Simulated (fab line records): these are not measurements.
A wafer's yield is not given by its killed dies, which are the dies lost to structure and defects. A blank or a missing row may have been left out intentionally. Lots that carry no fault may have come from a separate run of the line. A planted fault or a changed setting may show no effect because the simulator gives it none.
8D (eight disciplines) problem report, filled in by code :: flow sky130 :: the parts of the form that need people (team, actions taken, sign-off) are left out

== 1. THE PROBLEM ==
SKY_METAL2_SPUTTER_02, chamber pressure pa: mean 0.3503 Pa over 1 wafer from 1 lot; wafers with no fault: 0.4000 Pa, standard deviation 0.00083. That puts it -60 standard deviations away from the usual mean.
The step: material AlCu, target thk 250 nm, time 13.3 s.
Seen first at day 37 12:22 on pvd sputter-03, wafer L616.2. The record has a number at this step for 33 wafers belonging to 11 lots. Rule for "out", or "out of limits": more than 4 standard deviations from the usual mean. The other wafers with a number count as sound.

== 2. WHAT THIS IS AND IS NOT ==
question: which readings at this step
is: chamber pressure pa
is not: -

question: which lots
is: L616
is not: L605, L607, L608, L619, L621, L623, L624, L625, L627, L628

question: which wafers of those lots
is: L616.2
is not: L616.3, L616.5

question: read on which tools
is: pvd sputter-03
is not: pvd sputter-01, pvd sputter-02

question: when
is: from day 37 12:22
is not: up to then (11 sound wafers); but 21 sound wafers of L619, L621, L623, L624, L625, L627, L628 came after

== 3. SUSPECTS, AND WHAT RULES EACH OUT ==
Counting: a tool at a process step up to the reading stays a suspect if it ran every lot that is out. Sound lots after the first of them don't rule it out here, since some wafers of a struck lot are sound.
- plasma asher-04 at SKY_VIA1_STRIP_16 (strips in O2/N2): kept. The lot that is out, L616, ran on it at day 37 11:03; the last sound lot it ran before that was L607, at day 34 16:41.
- pvd sputter-04 at SKY_VIA1_SPUTTER_20 (material TiN, target thk 20 nm, time 80 s): kept. The lot that is out, L616, ran on it at day 37 11:41; the last sound lot it ran before that was L607, at day 34 17:17.
- cvd w-01 at SKY_VIA1_CVD_21 (deposits W, target thk 270 nm, time 80.902 s): kept. The lot that is out, L616, ran on it at day 37 11:45; the last sound lot it ran before that was L607, at day 34 17:20.
- pvd sputter-03 at SKY_METAL2_SPUTTER_02 (material AlCu, target thk 250 nm, time 13.3 s): kept. The lot that is out, L616, ran on it at day 37 12:22; the last sound lot it ran before that was L605, at day 33 23:56. Its own chamber pressure pa readings are out on those wafers.
- At SKY_VIA1_STRIP_16 on plasma asher-04, chamber 0 took the sound wafers of the same lots and chamber 1 took the wafers that are out.
Left after counting: plasma asher-04 at SKY_VIA1_STRIP_16, pvd sputter-04 at SKY_VIA1_SPUTTER_20, cvd w-01 at SKY_VIA1_CVD_21, pvd sputter-03 at SKY_METAL2_SPUTTER_02.

== 4. THE CAUSE (what the simulator had put in) ==
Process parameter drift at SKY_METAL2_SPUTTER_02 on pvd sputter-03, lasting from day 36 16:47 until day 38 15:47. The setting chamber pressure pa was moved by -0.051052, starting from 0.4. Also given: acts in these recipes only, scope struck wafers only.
Of the 4 suspects that counting leaves, this tool is one.

== 5. THE CHAIN OF EFFECTS, in route order ==
Each row: a reading where the mean over the struck wafers with a number is more than 3 standard deviations away from the usual. Scope: only readings with a usual standard deviation given in the record; hours: median across lots of the time from each lot's start at the first step in this table that gives one to its start at this step; sigmas: change in usual standard deviations.
hours: 0
step: SKY_METAL2_SPUTTER_02
reading: chamber pressure pa
usual: 0.4000 Pa
on struck wafers: 0.3503
change: -0.0497
sigmas: -60

hours: 0
step: SKY_METAL2_SPUTTER_02
reading: throttle valve pct
usual: 29.7 %
on struck wafers: 33.2
change: +3.5
sigmas: +3.6

hours: 0
step: SKY_METAL2_RS_MEAS_05
reading: METAL2_ALCU_RS
usual: 0.1270 ohm/sq
on struck wafers: 0.1228
change: -0.0042
sigmas: -3.2
It contains these process steps:
- SKY_METAL2_SPUTTER_02: material AlCu, target thk 250 nm, time 13.3 s.

== 6. WHAT WOULD HAVE CAUGHT IT SOONER ==
First out-of-limits reading in this record: day 37 12:22, which is 20 hours after fault onset at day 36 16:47.
